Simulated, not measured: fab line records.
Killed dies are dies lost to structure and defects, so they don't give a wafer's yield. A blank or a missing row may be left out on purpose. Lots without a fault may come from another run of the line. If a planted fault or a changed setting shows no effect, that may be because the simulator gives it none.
Chamber matching + flow sky130 + 4 sister chambers for SKY_VIA3_CMP_24 on cmp-01
The step polishes, stops on SiO2, t overpolish 20 s, target thk 0 nm. 27 wafers are shown with their chamber, then 12 later ones without.

== WAFERS PAIRED WITH THEIR CHAMBERS ==
| wafer  | chamber | motorCurrentA (A) | timeToEndpointS (s) | overpolishRunS (s) |
|--------|---------|-------------------|---------------------|--------------------|
| L076.2 | 3       | 10.3              | 100                 | 20.010             |
| L076.4 | 0       | 11.1              | 92                  | 19.993             |
| L076.6 | 0       | 11.0              | 88                  | 19.994             |
| L078.2 | 0       | 11.2              | 93                  | 20.009             |
| L078.3 | 2       | 10.4              | 101                 | 19.997             |
| L078.6 | 3       | 11.0              | 100                 | 19.995             |
| L079.1 | 0       | 11.7              | 85                  | 20.004             |
| L079.2 | 1       | 11.7              | 90                  | 20.015             |
| L079.6 | 2       | 10.5              | 95                  | 20.004             |
| L080.1 | 0       | 11.9              | 88                  | 19.998             |
| L080.5 | 3       | 10.5              | 92                  | 19.992             |
| L080.6 | 0       | 11.6              | 90                  | 19.992             |
| L086.2 | 3       | 10.5              | 97                  | 20.008             |
| L086.5 | 3       | 10.7              | 95                  | 20.004             |
| L086.6 | 2       | 10.1              | 99                  | 20.014             |
| L087.2 | 2       | 10.9              | 93                  | 19.991             |
| L087.4 | 0       | 11.9              | 85                  | 19.996             |
| L087.6 | 3       | 10.4              | 98                  | 19.995             |
| L088.2 | 3       | 11.0              | 90                  | 20.004             |
| L088.4 | 2       | 10.2              | 91                  | 19.995             |
| L088.5 | 0       | 11.4              | 81                  | 20.008             |
| L089.1 | 2       | 10.4              | 95                  | 20.003             |
| L089.3 | 1       | 11.4              | 87                  | 20.010             |
| L089.5 | 1       | 11.7              | 90                  | 20.000             |
| L090.2 | 2       | 10.1              | 92                  | 20.019             |
| L090.5 | 2       | 10.2              | 94                  | 19.998             |
| L090.6 | 1       | 12.1              | 86                  | 20.003             |

SIGNATURES, as means of the wafers listed above
| reading         | chamber 0 | chamber 1 | chamber 2 | chamber 3 | scatter within a chamber |
|-----------------|-----------|-----------|-----------|-----------|--------------------------|
| motorCurrentA   | 11.475    | 11.725    | 10.350    | 10.629    | 0.302                    |
| timeToEndpointS | 87.75     | 88.25     | 95.00     | 96.00     | 3.59                     |
| overpolishRunS  | 19.99925  | 20.00700  | 20.00263  | 20.00114  | 0.00783                  |
Rule: a wafer lies at a distance from a chamber equal to the root of the sum of squares, over the readings, of (its reading less the chamber's mean, divided by the reading's scatter). If the next closest chamber is less than 2 further off than the closest, the wafer can't be placed; otherwise it belongs to the closest. The scatter: take each reading less its chamber's mean, square it, sum over the shown wafers, divide by the number of wafers less the number of chambers, and take the root.

== WAFERS WITHOUT THEIR CHAMBER ==
| wafer  | motorCurrentA (A) | timeToEndpointS (s) | overpolishRunS (s) |
|--------|-------------------|---------------------|--------------------|
| L091.3 | 10.9              | 89                  | 20.001             |
| L091.4 | 11.5              | 87                  | 19.993             |
| L091.6 | 10.1              | 93                  | 19.994             |
| L092.1 | 10.4              | 97                  | 20.002             |
| L092.2 | 11.3              | 89                  | 20.004             |
| L092.4 | 11.4              | 87                  | 19.984             |
| L093.2 | 11.5              | 86                  | 19.996             |
| L093.3 | 11.3              | 88                  | 20.004             |
| L093.4 | 9.8               | 92                  | 20.005             |
| L094.2 | 11.0              | 87                  | 19.995             |
| L094.3 | 10.1              | 92                  | 19.983             |
| L094.5 | 10.2              | 91                  | 19.987             |

== EACH ONE'S CHAMBER ==
| wafer  | from the rows above               | in truth |
|--------|-----------------------------------|----------|
| L091.3 | can't be placed: 0 or 3 or 2 or 1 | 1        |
| L091.4 | can't be placed: 0 or 1           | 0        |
| L091.6 | can't be placed: 2 or 3           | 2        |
| L092.1 | can't be placed: 2 or 3           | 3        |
| L092.2 | can't be placed: 0 or 1           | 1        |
| L092.4 | can't be placed: 0 or 1           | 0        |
| L093.2 | can't be placed: 0 or 1           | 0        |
| L093.3 | can't be placed: 0 or 1           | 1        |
| L093.4 | can't be placed: 2 or 3           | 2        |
| L094.2 | can't be placed: 0 or 1 or 3 or 2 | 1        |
| L094.3 | can't be placed: 2 or 3           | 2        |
| L094.5 | can't be placed: 2 or 3           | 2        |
Placed correctly: 0 of 12. These rows do not allow placing 12 (true chamber among the candidates in 12). Placed wrongly: 0.
